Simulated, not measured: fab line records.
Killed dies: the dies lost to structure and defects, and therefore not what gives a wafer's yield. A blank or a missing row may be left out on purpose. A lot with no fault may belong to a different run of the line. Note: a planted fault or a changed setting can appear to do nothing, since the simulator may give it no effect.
Struck lot and sound lot, side by side    flow sky130    20 out of 708 route steps
Sound: wafers L684.2, L684.4, L684.6. Wafers L674.2, L674.3, L674.4 were the ones struck. The cause is given at the end.
For every step that has rows: the tool of each side, followed by ch and its chambers, followed by its first start. Under that, the readings that differ: sound wafers    struck wafers    difference of the means    sigmas: that difference in standard deviations of wafers without a fault.
alike: readings whose means differ by less than 2 such deviations, and words and numbers that are the same on both sides. not compared: withheld readings, readings that some wafer has no value for, bounds like >300 that may hide the same value, and numbers for which the record gives no deviation and whose values overlap.
Wherever a step has rows on one side only, a row that says differs or no value, or a row with sigmas, the two part there. Numbers that have no deviation but don't overlap get no sigmas and don't part them. A reading missing from all wafers of one side parts the sides only when that side holds two or more wafers.

first, 1 step without rows for these wafers: SKY_SONOS_ONO_DEVELOP_12 (develop time 60 s).
SKY_SONOS_ONO_CD_MEAS_13: target cd 410 nm.
  sound on cd-sem-01 at day 18 21:40; struck on cd-sem-02 at day 15 08:17
  alike: cd-nm
SKY_SONOS_ONO_OVL_MEAS_14:
  sound on overlay-01 at day 18 21:47; struck on overlay-01 at day 15 08:24
  alike: SONOS_ONO_OVL
SKY_SONOS_ONO_ETCH_15: etches the open film in CHF3/O2, target depth 19.52 nm, time 7.8 s.
  sound on rie-diel-03 ch 2,3, day 18 21:49; struck on rie-diel-02 ch 0,1,2, day 15 08:26
  alike: drypump-motor-current-A, oes-product-au, throttle-valve-pct
  not compared: rf-hours-counter-h
then, 1 step without rows for these wafers: SKY_SONOS_ONO_WET_ETCH_16 (etches SiO2 in dHF, target depth 14 nm, time 280 s).
SKY_SONOS_ONO_STRIP_17: strips in O2/N2.
  sound on plasma-asher-02 ch 0,1, day 18 22:00; struck on plasma-asher-01 ch 0,1, day 15 08:32
  alike: drypump-motor-current-A, oes-product-au, strip-time-to-endpoint-s
  not compared: rf-hours-counter-h
then, 3 steps without rows for these wafers: SKY_SONOS_ONO_WET_ETCH_18 (etches Si3N4 in H3PO4, target depth 15 nm, time 172 s); SKY_GATE_OXIDE_CLEAN_00 (cleans in SC1/SC2, time 150 s); SKY_GATE_OXIDE_OXIDATION_01 (stabilise 600 s, purge 300 s, target thk 10.268 nm).
SKY_GATE_OXIDE_THK_MEAS_02:
  sound on film-metro-03 at day 19 01:40; struck on film-metro-02 at day 15 10:10
reading                           sound            struck             difference  sigmas
GATE_OXIDE_OXIDATION_00_THK (nm)  9.90 9.95 10.08  10.59 10.50 10.49  +0.55       +3
then, 2 steps without rows for these wafers: SKY_GATE_OXIDE_DEHYDRATE_03 (time 60 s); SKY_GATE_OXIDE_HMDS_04 (prime time 60 s).
SKY_GATE_OXIDE_COAT_05: resist thk 1140 nm.
  struck on litho-track-04, day 15 23:32; sound on litho-track-01 ch 0, day 19 16:48
  no value came back on the struck wafers for chill-plate-temp-C (C), dispense-pressure-kPa (kPa), exhaust-pa (Pa), resist-line-temp-C (C); on the sound wafers chill-plate-temp-C (C) reads 23.06 22.97 23.22
then, 4 steps without rows for these wafers: SKY_GATE_OXIDE_SOFTBAKE_06 (time 60 s); SKY_GATE_OXIDE_EXPOSE_07 (exposes mask LVOM, target cd 600 nm); SKY_GATE_OXIDE_PEB_08; SKY_GATE_OXIDE_DEVELOP_09 (develop time 60 s).
SKY_GATE_OXIDE_OVL_MEAS_10:
  sound on overlay-01 at day 20 08:25; struck on overlay-02 at day 16 13:32
reading              sound          struck  difference                     sigmas
GATE_OXIDE_OVL (nm)  -0.3 0.1 -1.2  - - -   no value on the struck wafers  
after that, 1 step had no rows for these wafers: SKY_GATE_OXIDE_IMPLANT_11.
-- here the record skips 31 days between the struck wafers' starts before and after, leaving off in module GATE_OXIDE and picking up in module PAD_OPEN (first step shown: number 708 of the route) --
SKY_PAD_OPEN_PROBE_99:
  record: rows for the struck wafers here (prober-02, day 47 18:32), none for the sound ones

## WHERE THEY PART
Earliest at SKY_GATE_OXIDE_THK_MEAS_02; latest, in this record, at SKY_PAD_OPEN_PROBE_99.

WHY: whatever the simulator had introduced
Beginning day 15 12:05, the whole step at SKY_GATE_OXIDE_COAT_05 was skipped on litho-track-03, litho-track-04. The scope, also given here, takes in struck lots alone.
